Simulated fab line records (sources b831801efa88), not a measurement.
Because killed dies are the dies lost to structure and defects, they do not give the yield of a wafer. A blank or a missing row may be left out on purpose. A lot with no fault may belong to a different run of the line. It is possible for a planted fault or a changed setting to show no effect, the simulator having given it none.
Check for tools in common	flow sky130	12 lots and 36 wafers in the sample

WHY IT WAS OPENED
SKY_VT_ADJUST_NCORE_TW_MEAS_11, reading VT_ADJUST_NCORE_TW: flagged on 2 of 12 lots. No-fault wafers: 219.2, standard deviation 1.9.
Rule: a lot gets a flag if all its wafers with a number sit over 4 standard deviations from that mean, or if no wafer of it has a number. All remaining lots are regarded as sound.

lot	measured	on	VT_ADJUST_NCORE_TW, wafer by wafer	flag
L831	day 8 12:50	film metro-03	221.7 221.0 221.4	
L833	day 9 05:32	film metro-01	219.1 219.1 219.8	
L836	day 10 07:49	film metro-01	217.2 217.7 217.0	
L837	day 10 10:52	film metro-03	220.6 220.5 220.5	
L838	day 10 15:07	film metro-03	219.9 220.4 220.0	
L841	day 11 13:05	film metro-01	266.2 267.2 265.7	FLAGGED
L845	day 12 17:26	film metro-01	264.9 265.0 263.1	FLAGGED
L846	day 12 22:59	film metro-03	221.3 221.3 221.1	
L848	day 13 16:59	film metro-01	217.8 217.0 218.7	
L849	day 13 18:45	film metro-03	219.7 219.2 218.9	
L853	day 14 23:17	film metro-01	216.5 216.7 217.2	
L854	day 15 12:25	film metro-03	220.8 219.2 220.6	
The mean of the flagged lots' numbers is 265.4, +46.2 from the usual (+24 standard deviations).

EACH LOT AND THE TOOL IT RAN ON
The record keeps 1 process step preceding the reading, out of 708 steps on the route. Read each cell as the tool, then ch plus the chambers that the sampled wafers visited, then the start.
lot	flag	SKY_VT_ADJUST_NCORE_IMPLANT_09
L831		implanter-03 ch 0, day 8 12:36
L833		implanter-04 ch 0, day 9 05:17
L836		implanter-02 ch 0, day 10 07:34
L837		implanter-04 ch 0, day 10 10:37
L838		implanter-02 ch 0, day 10 14:52
L841	FLAGGED	implanter-02 ch 0, day 11 12:19
L845	FLAGGED	implanter-03 ch 0, day 12 16:52
L846		implanter-03 ch 0, day 12 22:44
L848		implanter-03 ch 0, day 13 16:34
L849		implanter-03 ch 0, day 13 18:28
L853		implanter-04 ch 0, day 14 23:02
L854		implanter-03 ch 0, day 15 12:10
What these steps do:
- SKY_VT_ADJUST_NCORE_IMPLANT_09
- SKY_VT_ADJUST_NCORE_TW_MEAS_11

FLAGGED OVER TOTAL, TOOL BY TOOL (the gauges that took the reading come last)
step	tool	lots run	flagged	share of the flagged lots	sound lots run after its first flagged lot
SKY_VT_ADJUST_NCORE_IMPLANT_09	implanter-02	3	1	some	0
SKY_VT_ADJUST_NCORE_IMPLANT_09	implanter-03	6	1	some	4 (L846,L848,L849,L854)
SKY_VT_ADJUST_NCORE_IMPLANT_09	implanter-04	3	0	none	-
SKY_VT_ADJUST_NCORE_TW_MEAS_11	film metro-01	6	2	all	2 (L848,L853)
SKY_VT_ADJUST_NCORE_TW_MEAS_11	film metro-03	6	0	none	-

WHAT IS ALLOWED BY THE TABLE
Rows of the table that ran each flagged lot: 1, that is film metro-01 at SKY_VT_ADJUST_NCORE_TW_MEAS_11.
- film metro-01 at SKY_VT_ADJUST_NCORE_TW_MEAS_11: 2 of its 6 lots flagged. Lots that were sound ran on it after the first flagged one (L848, L853); a persistent fault on the entire tool would not allow that.
Every row of the table either missed a flagged lot or ran a sound lot after the first.

WHAT WAS PUT IN BY THE SIMULATOR
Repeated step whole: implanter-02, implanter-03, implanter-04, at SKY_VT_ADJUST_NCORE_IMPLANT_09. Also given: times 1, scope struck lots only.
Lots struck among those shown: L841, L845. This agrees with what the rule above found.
